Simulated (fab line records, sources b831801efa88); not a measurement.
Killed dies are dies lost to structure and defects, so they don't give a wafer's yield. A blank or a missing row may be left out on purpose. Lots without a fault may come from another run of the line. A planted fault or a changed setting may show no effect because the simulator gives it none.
Chamber matching | flow gf180mcu | GF_V5_CMP_26 on cmp-02: 4 sister chambers
The step polishes, stops on SiO2, t overpolish 15 s, target thk 0 nm. 4 wafers are shown with their chamber, then 10 later ones without.

WAFERS WITH THEIR CHAMBER
wafer  | chamber | motor_current_A (A)
L075.2 | 3       | 13.3
L083.3 | 2       | 11.2
L084.2 | 0       | 13.9
L084.4 | 1       | 11.0

WAFERS WITHOUT THEIR CHAMBER
wafer  | motor_current_A (A)
L084.5 | 11.7
L084.1 | 13.8
L084.3 | 11.5
L084.6 | 14.0
L087.1 | 15.2
L087.2 | 11.7
L087.4 | 11.0
L089.3 | 14.0
L089.4 | 14.0
L089.6 | 13.7

WHICH CHAMBER EACH WENT THROUGH
wafer  | from the rows above     | in truth
L084.5 | can't be placed: 2 or 1 | 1
L084.1 | can't be placed: 0 or 3 | 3
L084.3 | can't be placed: 2 or 1 | 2
L084.6 | can't be placed: 0 or 3 | 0
L087.1 | can't be placed: 0 or 3 | 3
L087.2 | can't be placed: 2 or 1 | 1
L087.4 | can't be placed: 1 or 2 | 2
L089.3 | can't be placed: 0 or 3 | 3
L089.4 | can't be placed: 0 or 3 | 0
L089.6 | can't be placed: 0 or 3 | 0
Placed correctly: 0 of 10. Can't be placed from these rows: 10 (the true chamber is among the candidates in 10). Placed wrongly: 0.
How it was worked out, from the rows above alone: a wafer's distance from a chamber is the root of the sum, over the readings, of the square of ((its reading less the chamber's mean) divided by the reading's scatter). The wafer belongs to the nearest chamber; if the next one is less than 2 further off, it can't be placed. A chamber's mean is the mean of its shown wafers. The scatter: with one shown wafer a chamber, the root of the mean of the squares of how far each hidden wafer lies from its nearest shown one.
